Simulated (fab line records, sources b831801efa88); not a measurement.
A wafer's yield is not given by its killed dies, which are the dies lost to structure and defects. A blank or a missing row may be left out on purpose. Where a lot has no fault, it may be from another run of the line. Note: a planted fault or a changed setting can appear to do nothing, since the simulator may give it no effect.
fab line records | flow sky130
record lots=13 wafers=39 lastDay=50
route steps=708 shown VT_ADJUST_NCORE@129 VIA4@651 PASSIVATION@681 PAD_OPEN@707
lots that met no fault: from a run of the same line without faults
startH: hours from the record's first day to the start of the lot's first wafer shown | waitH: hours since the lot's step before | " the same as in the row above | L1.1+2: one row covering several wafers at once | - no value present, or no start provided | * or withheld: withheld | < > ~ a bound
route shown NAME@n: NAME is a module with steps in the file, n the number in the route of the first one | usual: average and standard deviation across the fault-free wafers | same: alike in all rows | chamber/n: place in a boat | sites: per-site readings | _std_site: standard deviation of those values | _edge_site: mean of outer sites minus mean of inner sites | radiusMm: how far each site lies from the wafer's centre | mask NAME#n: copy n | behind: the most recent tool/chamber to have shaped the wafer | hold: why the lot was held/for how many hours/how that ended | device: names the non-switching transistor (n, p or np) | end of line: the tests these same wafers got at the end of their route | for a step that has no rows: nothing shown but its recipe | killed: at the first sort, the dies lost to defects and structure; wafer yield is something else | map: a wafer's dies, x killed, . not, _ none there
set.NAME: the run value of the setting; set.NAME@STEP: its run value at that earlier step | model.NAME: the simulator's own value behind a step, which no gauge read
a sample of lots followed through the steps of the route, with each step as a table and each wafer as a row
services: a tool's chamber out of use, with start hour (startH, from the record's first day; less than 0 if before it), hours out, and reason
## steps
# step SKY_VT_ADJUST_NCORE_STRIP_10
# recipe chemistry=O2/N2 powerW=1400 pressureMtorr=1500 platenTempC=withheld o2FlowSccm=3000 n2FlowSccm=300 overashFraction=0.5
# usual drypumpMotorCurrentA=5.2/0.39 oesProductAu=0.715/0.0049 stripTimeToEndpointS=14.12/0.035
# same overashFraction=0.5
# columns lot.wafer tool chamber startH waitH drypumpMotorCurrentA oesProductAu rfHoursCounterH stripTimeToEndpointS
L825.1 plasmaAsher-04 0 175.70 0.1 5.7 0.713 47 14.05
L825.2 " 1 " " 5.2 0.719 47 14.14
L825.3 " 0 " " 5.7 0.718 - 14.12
L826.2 plasmaAsher-03 0 184.62 0.1 4.9 0.714 6 14.15
L826.3 " 0 " " 4.9 0.713 - 14.13
L826.5 " 1 " " 4.9 0.724 - 14.14
L828.3 plasmaAsher-04 1 226.34 0.1 5.2 0.722 - 14.16
L828.4 " 0 " " 5.7 0.725 - 14.22
L828.5 " 1 " " 5.2 0.719 - 14.23
L830.2 plasmaAsher-04 0 235.17 0.1 5.7 0.713 52 14.11
L830.4 " 1 " " 5.2 0.712 - 14.08
L830.6 " 0 " " 5.7 0.721 - 14.15
L831.1 plasmaAsher-03 1 242.65 0.1 4.9 0.716 12 14.09
L831.3 " 1 " " 4.9 0.716 - 14.11
L831.6 " 1 " " 4.9 0.717 - 14.17
L832.1 plasmaAsher-03 1 249.32 0.1 4.9 0.708 13 14.18
L832.5 " 1 " " 4.9 0.711 - 14.16
L832.6 " 0 " " 4.9 0.708 - 14.13
L834.3 plasmaAsher-03 0 255.09 0.1 4.9 0.721 - 14.16
L834.4 " 1 " " 4.9 0.715 - 14.15
L834.5 " 0 " " 4.9 0.711 - 14.12
L835.3 plasmaAsher-03 0 256.35 0.1 4.9 0.724 - 14.10
L835.5 " 1 " " 4.9 0.711 - 14.11
L835.6 " 0 " " 4.9 0.716 - 14.10
L837.1 plasmaAsher-01 1 270.00 0.1 4.9 0.713 58 14.06
L837.2 " 0 " " 6.0 0.706 58 14.13
L837.6 " 0 " " 6.0 0.726 - 14.10
L838.2 plasmaAsher-04 0 277.34 0.1 5.7 0.720 57 14.07
L838.3 " 1 " " 5.2 0.710 - 14.06
L838.6 " 0 " " 5.7 0.716 - 14.08
L839.1 plasmaAsher-03 1 281.05 0.1 4.9 0.725 15 14.09
L839.3 " 0 " " 4.9 0.712 - 14.09
L839.4 " 1 " " 4.9 0.715 - 14.10
L845.1 plasmaAsher-03 1 327.79 0.1 4.9 0.723 18 14.11
L845.2 " 0 " " 4.9 0.711 18 14.16
L845.6 " 1 " " 4.9 0.722 - 14.17
L847.1 plasmaAsher-03 0 338.95 0.1 4.9 0.717 19 14.09
L847.4 " 0 " " 4.9 0.709 - 14.09
L847.6 " 0 " " 4.9 0.711 - 14.13
# step SKY_VIA4_ETCH_12
# recipe target=SiO2 chemistry=C4F8/O2/Ar stopOn=TiN maskMaterial=NOVOLAK sourceW=1500 biasW=1200 pressureMtorr=40 c4f8FlowSccm=withheld O2_flow_sccm=6 Ar_flow_sccm=300 timeS=withheld targetDepthA=5800
# usual oesProductAu=0.931/0.0043
# columns lot.wafer tool chamber startH waitH oesProductAu
L825.1 rieDiel-04 3 996.17 0.0 0.931
L825.2 " 2 " " 0.927
L825.3 " 1 " " 0.930
L826.2 rieDiel-01 2 998.30 0.0 0.930
L826.3 " 1 " " 0.931
L826.5 " 3 " " 0.934
L828.3 rieDiel-01 2 1045.71 0.0 0.936
L828.4 " 0 " " 0.943
L828.5 " 2 " " 0.927
L830.2 rieDiel-02 2 1053.96 0.0 0.929
L830.4 " 1 " " 0.939
L830.6 " 3 " " 0.928
L831.1 rieDiel-02 1 1060.21 0.0 0.931
L831.3 " 0 " " 0.934
L831.6 " 2 " " 0.937
L832.1 rieDiel-02 3 1065.55 0.0 0.928
L832.5 " 0 " " 0.933
L832.6 " 3 " " 0.929
L835.3 rieDiel-02 0 1072.77 0.0 0.929
L835.5 " 1 " " 0.927
L835.6 " 2 " " 0.932
L834.3 rieDiel-01 0 1074.05 0.0 0.932
L834.4 " 3 " " 0.929
L834.5 " 0 " " 0.930
L837.1 rieDiel-01 3 1084.20 0.0 0.934
L837.2 " 1 " " 0.930
L837.6 " 0 " " 0.935
L838.2 rieDiel-04 1 1088.25 0.0 0.928
L838.3 " 2 " " 0.935
L838.6 " 3 " " 0.931
L839.1 rieDiel-02 1 1095.65 0.0 0.924
L839.3 " 0 " " 0.936
L839.4 " 3 " " 0.928
L845.1 rieDiel-01 2 1130.51 0.0 0.935
L845.2 " 3 " " 0.929
L845.6 " 0 " " 0.935
L847.1 rieDiel-02 1 1135.35 0.0 0.933
L847.4 " 3 " " 0.935
L847.6 " 0 " " 0.928
# step SKY_PASSIVATION_CVD_00
# recipe material=SiO2 targetThkNm=90 tempC=400 timeS=withheld rfW=600
# usual heaterPowerW=719/130
# columns lot.wafer tool chamber startH waitH heaterPowerW
L825.1 pecvd-03 1 1020.79 0.0 701
L825.2 " 0 " " 709
L825.3 " 2 " " 736
L826.2 pecvd-04 2 1023.58 0.0 666
L826.3 " 1 " " 686
L826.5 " 0 " " 497
L828.3 pecvd-01 0 1069.46 0.0 557
L828.4 " 2 " " 906
L828.5 " 1 " " 874
L830.2 pecvd-01 0 1077.20 0.0 522
L830.4 " 1 " " 767
L830.6 " 1 " " 776
L831.1 pecvd-01 2 1082.34 0.0 973
L831.3 " 0 " " 606
L831.6 " 2 " " 982
L832.1 pecvd-03 1 1088.38 0.0 700
L832.5 " 0 " " 730
L832.6 " 1 " " 687
L835.3 pecvd-03 0 1095.76 0.0 784
L835.5 " 1 " " 739
L835.6 " 0 " " 766
L834.3 pecvd-03 1 1096.33 0.0 700
L834.4 " 2 " " 700
L834.5 " 1 " " 712
L837.1 pecvd-04 2 1106.67 0.0 607
L837.2 " 0 " " 528
L837.6 " 2 " " 613
L838.2 pecvd-04 2 1110.78 0.0 683
L838.3 " 1 " " 711
L838.6 " 1 " " 684
L839.1 pecvd-01 1 1118.66 0.0 918
L839.3 " 2 " " 826
L839.4 " 0 " " 602
L845.1 pecvd-03 1 1152.11 0.0 683
L845.2 " 0 " " 807
L845.6 " 0 " " 808
L847.1 pecvd-03 2 1156.46 0.0 682
L847.4 " 0 " " 801
L847.6 " 1 " " 655
# step SKY_PAD_OPEN_BOW_MEAS_13
# recipe mode=bow
# usual PAD_OPEN_BOW=45/8.7
# columns lot.wafer tool chamber startH waitH PAD_OPEN_BOW[um]
L825.1 filmMetro-02 - 1066.98 - 55
L825.2 " - " " 48
L825.3 " - " " 44
L826.2 filmMetro-03 - 1069.52 - 40
L826.3 " - " " 37
L826.5 " - " " 41
L828.3 filmMetro-01 - 1113.01 - 46
L828.4 " - " " 44
L828.5 " - " " 54
L830.2 filmMetro-02 - 1120.78 - 38
L830.4 " - " " 45
L830.6 " - " " 51
L831.1 filmMetro-03 - 1125.76 - 48
L831.3 " - " " 53
L831.6 " - " " 46
L832.1 filmMetro-02 - 1131.91 - 34
L832.5 " - " " 41
L832.6 " - " " 39
L835.3 filmMetro-01 - 1138.17 - 46
L835.5 " - " " 37
L835.6 " - " " 31
L834.3 filmMetro-01 - 1139.58 - 39
L834.4 " - " " 45
L834.5 " - " " 41
L837.1 filmMetro-03 - 1147.45 - 41
L837.2 " - " " 21
L837.6 " - " " 37
L838.2 filmMetro-01 - 1152.41 - 31
L838.3 " - " " 34
L838.6 " - " " 27
L839.1 filmMetro-02 - 1158.45 - 43
L839.3 " - " " 52
L839.4 " - " " 57
L845.1 filmMetro-03 - 1187.26 - 35
L845.2 " - " " 42
L845.6 " - " " 41
L847.1 filmMetro-01 - 1191.52 - 56
L847.4 " - " " 53
L847.6 " - " " 66
# step SKY_PAD_OPEN_PROBE_99
# usual killed_at_M0_to_M3=44/7.2 killed_at_M4_up=3.2/1.8 killedAtContacts=24/5.4 killedAtFrontEnd=15/4 killedAtOther=0.3/0.56 killedDies=87/9.2 killedOpen=47/7.3 killedShort=39/5.7
# same grossDies=492 killedAtBackSide=0
# columns lot.wafer tool chamber startH waitH killed_at_M0_to_M3 killed_at_M4_up killedAtContacts killedAtFrontEnd killedAtOther killedDies killedOpen killedShort
L845.1 prober-02 - 1187.38 0.1 38 2 24 24 0 88 40 46
L845.2 prober-02 - 1187.43 0.1 35 5 14 62 0 116 40 34
L845.6 prober-02 - 1187.63 0.2 32 3 22 17 0 74 40 33
L847.1 prober-02 - 1191.64 0.1 43 1 14 57 0 115 41 30
L847.4 prober-02 - 1191.79 0.2 45 3 23 50 0 121 44 37
L847.6 prober-02 - 1191.89 0.2 39 5 14 57 0 115 39 33
# killed by level:class
L845.1 VIA1:geometricParticle:open=10 VIA2:geometricParticle:open=7 FIELD_ISO:geometricParticle:short=6 POLY_GATE:geometricParticle:short=6 FIELD_ISO:geometricParticle:open=5 LI_CONTACT:geometricParticle:short=5 LI_CONTACT:geometricParticle:open=5 CONTACT:geometricParticle:short=5
L845.2 VT_ADJUST_NCORE:unspecified=42 CONTACT:geometricParticle:open=7 FIELD_ISO:geometricParticle:short=5 METAL1:geometricParticle:short=5 VIA3:geometricParticle:short=5 VIA1:geometricParticle:open=5 VIA3:geometricParticle:open=5 VIA2:geometricParticle:open=5
L845.6 VIA1:geometricParticle:open=9 LI_CONTACT:geometricParticle:open=8 CONTACT:geometricParticle:open=6 VIA2:geometricParticle:open=6 FIELD_ISO:geometricParticle:short=5 FIELD_ISO:geometricParticle:open=5 POLY_GATE:geometricParticle:short=5 VIA1:geometricParticle:short=4
L847.1 VT_ADJUST_NCORE:unspecified=44 VIA1:geometricParticle:open=13 VIA3:geometricParticle:open=6 VIA1:geometricParticle:short=6 LI_CONTACT:geometricParticle:open=5 VIA2:geometricParticle:open=5 POLY_GATE:geometricParticle:open=4 POLY_GATE:geometricParticle:short=4
L847.4 VT_ADJUST_NCORE:unspecified=40 CONTACT:geometricParticle:open=11 VIA3:geometricParticle:open=9 VIA1:geometricParticle:open=7 VIA2:geometricParticle:open=6 CONTACT:geometricParticle:short=6 VIA1:geometricParticle:short=6 METAL2:geometricParticle:short=5
L847.6 VT_ADJUST_NCORE:unspecified=43 VIA1:geometricParticle:open=10 CONTACT:geometricParticle:open=8 FIELD_ISO:geometricParticle:short=7 VIA2:geometricParticle:open=7 VIA3:geometricParticle:open=6 METAL1:geometricParticle:short=4 VIA1:geometricParticle:short=4
## services
# columns tool chamber startH hours kind
pecvd-03 2 190.44 5.6 repair
plasmaAsher-03 - 239.85 1.7 repair
pecvd-03 1 250.45 9.5 repair
pecvd-03 - 256.34 1.6 repair
plasmaAsher-03 - 262.27 14.6 pm
plasmaAsher-03 - 304.46 11.6 repair
rieDiel-02 - 369.17 2.8 pm
rieDiel-02 0 384.26 4.2 repair
plasmaAsher-03 - 392.11 6.1 repair
rieDiel-02 2 451.20 4.1 repair
plasmaAsher-03 - 453.11 4.3 pm
rieDiel-02 0 504.92 4.4 repair
rieDiel-02 3 557.32 4.3 repair
rieDiel-02 0 585.52 7.9 repair
rieDiel-02 1 633.28 4.6 repair
plasmaAsher-03 - 690.85 2.8 pm
rieDiel-02 1 693.37 4.7 repair
rieDiel-02 0 789.76 2.6 repair
pecvd-03 - 809.52 1.2 repair
plasmaAsher-03 - 921.55 3.3 repair
plasmaAsher-03 - 926.39 0.4 repair
plasmaAsher-03 - 993.52 1.0 repair
plasmaAsher-03 - 1119.42 1.6 repair
plasmaAsher-03 - 1135.25 4.5 repair
## key
firstSign step=SKY_PAD_OPEN_PROBE_99 reading=killedAtFrontEnd direction=up sigmas=10 usual=15 struck=56
effect step=SKY_PAD_OPEN_PROBE_99 reading=killedDies direction=up sigmas=3.2 usual=87 struck=117
metAt SKY_VT_ADJUST_NCORE_STRIP_10
struckLots L845,L847
struckWafers L845.2,L847.1,L847.4,L847.6
testerLeftOut L845,L847
notActingAt SKY_VIA4_ETCH_12,SKY_PASSIVATION_CVD_00,SKY_PAD_OPEN_BOW_MEAS_13
onsetBetween 281.05 327.79
fault kind=chamberParticleSource tool=plasmaAsher-03 chamber=0 onsetH=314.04 steps=SKY_VT_ADJUST_NCORE_STRIP_10 ratePerVisitCm2=0.48158 endH=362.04
# testerLeftOut: of these lots the tester's yield and bins aren't shown, on N5 and GAA mostly nor the transistor test; their killed dies are dies lost to structure and defects alone, not to doping, threshold or leakage, so they don't give the yield
